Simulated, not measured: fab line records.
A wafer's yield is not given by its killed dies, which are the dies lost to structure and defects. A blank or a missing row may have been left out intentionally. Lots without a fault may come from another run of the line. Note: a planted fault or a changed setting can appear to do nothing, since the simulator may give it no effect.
A lot that was struck, set against a sound lot	flow sky130	16 out of 708 route steps
Sound: wafers L614.1, L614.2, L614.4. Wafers struck: L617.1, L617.2, L617.4. At the end, the cause is stated.
Order at every step that has rows: each side's tool, ch and its chambers, its first start. Under that, the readings that differ: sound wafers	struck wafers	difference of the means	sigmas: that difference in standard deviations of wafers without a fault.
alike: words and numbers the same on both sides, and readings whose means are apart by under 2 such deviations; not compared: readings that were withheld, readings missing a value for some wafer, numbers with overlapping values and no deviation given by the record, and bounds like >300 which may hide the same value.
The two part at a step that has a row with sigmas, a row that says differs or no value, or rows on one side only. When numbers do not overlap yet have no deviation, they are printed without sigmas and do not part them. A reading missing from all wafers of one side parts the sides only when that side holds two or more wafers.

first, 1 step without rows for these wafers: SKY_LDD_N_IMPLANT_15.
SKY_LDD_N_STRIP_16: strips in O2/N2.
  sound on plasma-asher-01 ch 0,1, day 21 21:04; struck on plasma-asher-01 ch 0,1, day 22 11:52
  alike: drypump-motor-current-A, oes-product-au, strip-time-to-endpoint-s
  not compared: rf-hours-counter-h
SKY_LDD_N_TW_MEAS_17:
  struck on film-metro-04, day 22 11:58; sound on film-metro-02, day 21 21:10
  alike: LDD_N_TW
then, 7 steps without rows for these wafers: SKY_LDD_P_DEHYDRATE_00 (time 60 s); SKY_LDD_P_HMDS_01 (prime time 60 s); SKY_LDD_P_COAT_02 (resist thk 1140 nm); SKY_LDD_P_SOFTBAKE_03 (time 60 s); SKY_LDD_P_EXPOSE_04 (exposes mask PSDM, target cd 380 nm); SKY_LDD_P_PEB_05; SKY_LDD_P_DEVELOP_06 (develop time 60 s).
SKY_LDD_P_CD_MEAS_07: target cd 380 nm.
  struck on cd-sem-02, day 23 17:50; sound on cd-sem-02, day 23 03:44
  alike: cd-nm
SKY_LDD_P_OVL_MEAS_08:
  struck on overlay-01, day 23 17:58; sound on overlay-02, day 23 03:52
  alike: LDD_P_OVL
SKY_LDD_P_IMPLANT_09:
  sound on implanter-04 ch 0, day 23 03:53; struck on implanter-04 ch 0, day 23 17:59
reading	sound	struck	difference	sigmas
beam-on-s (s)	10.22 9.79 10.10	8.08 7.72 7.83	-2.16	-10
faraday-current-uA	55.1 57.3 56.1	69.9 72.8 72.5	+15.6	+14
SKY_LDD_P_STRIP_10: strips in O2/N2.
  sound on plasma-asher-03 ch 0,1, day 23 04:02; struck on plasma-asher-03 ch 0,1, day 23 18:08
  alike: drypump-motor-current-A, oes-product-au, strip-time-to-endpoint-s
  not compared: rf-hours-counter-h
SKY_LDD_P_TW_MEAS_11:
  struck on film-metro-02, day 23 18:28; sound on film-metro-01, day 23 04:08
reading	sound	struck	difference	sigmas
LDD_P_TW	640 644 641	583 583 582	-59	-12
  not compared: hold
-- the record jumps here: 25 days lie between the struck wafers' starts before and after (it left off in module LDD_P and takes up again in module PAD_OPEN, whose first step shown is number 708 of the route) --
SKY_PAD_OPEN_PROBE_99:
  struck on prober-01, day 48 22:25; sound on prober-01, day 48 10:39
reading	sound	struck	difference	sigmas
model.etest.tip-p.rs-ohm-sq	6773 6834 6773	8614 8548 8520	+1767	
  alike: killed_at_M0_to_M3, killed_at_M4_up, killed-at-contacts, killed-at-front-end, killed-at-other, killed-dies, killed-open, killed-short
  not compared: model.etest.tip-p.rs-ohm-sq-range

WHERE THEY PART
Earliest at SKY_LDD_P_IMPLANT_09; latest, in this record, at SKY_LDD_P_TW_MEAS_11. Later steps at which nothing parts them and some readings are alike: SKY_PAD_OPEN_PROBE_99.

WHY: whatever the simulator had introduced
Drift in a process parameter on implanter-04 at SKY_LDD_P_IMPLANT_09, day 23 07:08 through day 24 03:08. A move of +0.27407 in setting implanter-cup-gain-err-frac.
